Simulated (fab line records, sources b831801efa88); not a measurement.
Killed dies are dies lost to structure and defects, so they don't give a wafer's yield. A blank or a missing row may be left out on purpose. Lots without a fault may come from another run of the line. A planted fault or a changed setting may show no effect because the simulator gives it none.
Which tool did it? | flow gf180mcu | 6 lots, 18 wafers sampled, at 5 steps of a route of 602

WHAT THE GAUGES READ, wafer by wafer
GF_MIM_THK_MEAS_06.
lot  | measured     | on            | MIM_CVD_05_THK (nm)
L392 | day 24 21:31 | film_metro-04 | 41.7 42.0 41.9
L394 | day 25 18:32 | film_metro-02 | 42.6 41.7 42.2
L398 | day 27 01:07 | film_metro-03 | 41.5 40.9 41.4
L405 | day 29 04:25 | film_metro-02 | 41.8 47.9 48.1
L406 | day 29 13:22 | film_metro-03 | 41.4 42.7 48.4
L411 | day 31 01:34 | film_metro-03 | 42.5 43.1 42.7

WHICH TOOL RAN EACH LOT (tool, then ch and the chambers of the sampled wafers, then the start)
lot  | GF_V3_SPUTTER_22             | GF_V3_CMP_26                  | GF_M4_SPUTTER_03             | GF_MIM_CVD_05
L392 | pvd_sputter-04, day 22 20:15 | cmp-01 ch 0,3, day 22 20:35   | pvd_sputter-04, day 22 21:02 | pecvd-02 ch 0,1, day 24 21:28
L394 | pvd_sputter-04, day 23 19:10 | cmp-02 ch 0,1,2, day 23 19:53 | pvd_sputter-03, day 23 20:11 | pecvd-02 ch 0,1,2, day 25 18:30
L398 | pvd_sputter-03, day 25 03:08 | cmp-01 ch 0,3, day 25 03:28   | pvd_sputter-04, day 25 03:56 | pecvd-03 ch 0,1, day 27 01:05
L405 | pvd_sputter-02, day 27 08:42 | cmp-01 ch 0,1,2, day 27 09:08 | pvd_sputter-03, day 27 09:29 | pecvd-03 ch 0,1, day 29 04:22
L406 | pvd_sputter-04, day 27 18:25 | cmp-01 ch 0,2,3, day 27 18:51 | pvd_sputter-04, day 27 19:13 | pecvd-03 ch 0,1, day 29 13:19
L411 | pvd_sputter-02, day 29 07:44 | cmp-01 ch 0,1, day 29 08:11   | pvd_sputter-01, day 29 08:38 | pecvd-04 ch 0,1, day 31 01:32
- GF_V3_SPUTTER_22: material TiN, target thk 10 nm, time 40 s.
- GF_V3_CMP_26: polishes, stops on SiO2, t overpolish 15 s, target thk 0 nm.
- GF_M4_SPUTTER_03: material Ti, target thk 10 nm, time 6.7 s.
- GF_MIM_CVD_05: deposits Si3N4, target thk 42 nm, time 29.086 s.

THE ANSWER, worked out from the rows above alone
Rule: what is usual is taken from the lots themselves. Put in order of their means at a reading, lots are off if they are a third of the lots or fewer, leave a main group of 4 or more, and stand apart from it by a gap of 3 or more times the standard deviation of the main group's means; of several such gaps the widest counts. A main group whose means are all the same, to the digits that the tables above print for the reading, isn't used. A lot without any number at a reading at which 4 lots or more have one is off too. The other lots that the step has rows for count as sound.
No lot is off at any reading shown: from this, nothing can be told.

WHAT THE SIMULATOR HAD PUT IN
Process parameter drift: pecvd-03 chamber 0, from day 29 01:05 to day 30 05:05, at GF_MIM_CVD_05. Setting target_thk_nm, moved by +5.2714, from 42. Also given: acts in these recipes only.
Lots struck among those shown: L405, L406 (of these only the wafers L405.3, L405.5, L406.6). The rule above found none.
